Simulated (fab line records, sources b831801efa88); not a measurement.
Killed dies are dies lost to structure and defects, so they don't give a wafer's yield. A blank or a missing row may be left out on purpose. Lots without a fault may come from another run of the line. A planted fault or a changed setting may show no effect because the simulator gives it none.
One fault seen from 2 desks | flow sky130 | each desk has only its own numbers; what lay behind them comes last

THE TOOL OWNER'S DESK: implanter-03
The tool's own readings at SKY_PWDE_IMPLANT_08: means of the sampled wafers that have a number, for each lot that ran on this tool. A lot is out of limits, marked OUT, if its mean lies more than 4 standard deviations from the usual mean; the brackets give that distance.
Columns: A = dose_ions_cm2 at SKY_PWDE_IMPLANT_08, usual 3.6e+12; B = faraday_current_uA at SKY_PWDE_IMPLANT_08, usual 20.3
lot  | first seen here | A                         | B
L939 | day 4 19:02     | 3.6e+12                   | 20.4
L940 | day 4 21:44     | 3.6e+12                   | 20.5
L948 | day 6 18:15     | 4.4e+12 (+99 or more) OUT | 24.5 (+10) OUT
L950 | day 6 23:58     | 4.4e+12 (+99 or more) OUT | 24.9 (+11) OUT
This desk's finding: out of limits on L948, L950; first on L948, day 6 18:15 (dose_ions_cm2 at SKY_PWDE_IMPLANT_08). In limits: L939, L940.

THE METROLOGY DESK
What the gauges read, lot by lot, whatever tool the lot ran on: means of the sampled wafers that have a number. A lot is out of limits, marked OUT, if its mean lies more than 4 standard deviations from the usual mean; the brackets give that distance.
Columns: A = PWDE_TW at SKY_PWDE_TW_MEAS_10, usual 377; B = PWDE_RS at SKY_NWELL_RS_MEAS_31, usual 5283 ohm/sq; C = METAL2_ALCU_RS at SKY_METAL2_RS_MEAS_05, usual 0.1270 ohm/sq
lot  | first seen here | A              | B              | C
L937 | day 3 16:15     | 372            | 5269           | 0.1266
L938 | day 4 06:23     | 381            | 5298           | 0.1271
L939 | day 4 19:16     | 382            | 5288           | 0.1292
L940 | day 4 21:59     | 373            | 5260           | 0.1273
L948 | day 6 18:30     | 410 (+6.8) OUT | 4503 (-41) OUT | 0.1265
L950 | day 7 00:13     | 395            | 4526 (-40) OUT | 0.1263
L951 | day 7 06:07     | 372            | 5268           | 0.1282
L955 | day 8 00:52     | 375            | 5254           | 0.1272
L958 | day 8 19:22     | 376            | 5308           | 0.1242
L960 | day 9 13:17     | 373            | 5302           | 0.1261
This desk's finding: out of limits on L948, L950; first on L948, day 6 18:30 (PWDE_TW at SKY_PWDE_TW_MEAS_10). In limits: L937, L938, L939, L940, L951, L955, L958, L960.

PUT TOGETHER
The tool owner's desk could have raised an alarm at day 6 18:15, on L948, L950.
The metrology desk could have raised an alarm at day 6 18:30, on L948, L950.
Of the lots named, all ran SKY_PWDE_IMPLANT_08 on implanter-03.

WHAT THE SIMULATOR HAD PUT IN
Process parameter drift: implanter-03, from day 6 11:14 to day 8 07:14, at SKY_PWDE_IMPLANT_08. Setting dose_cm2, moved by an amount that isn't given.
Lots struck among those shown: L948, L950.
Hours from the fault's start to each desk's first reading out of limits: the tool owner's desk, 7; the metrology desk, 7.
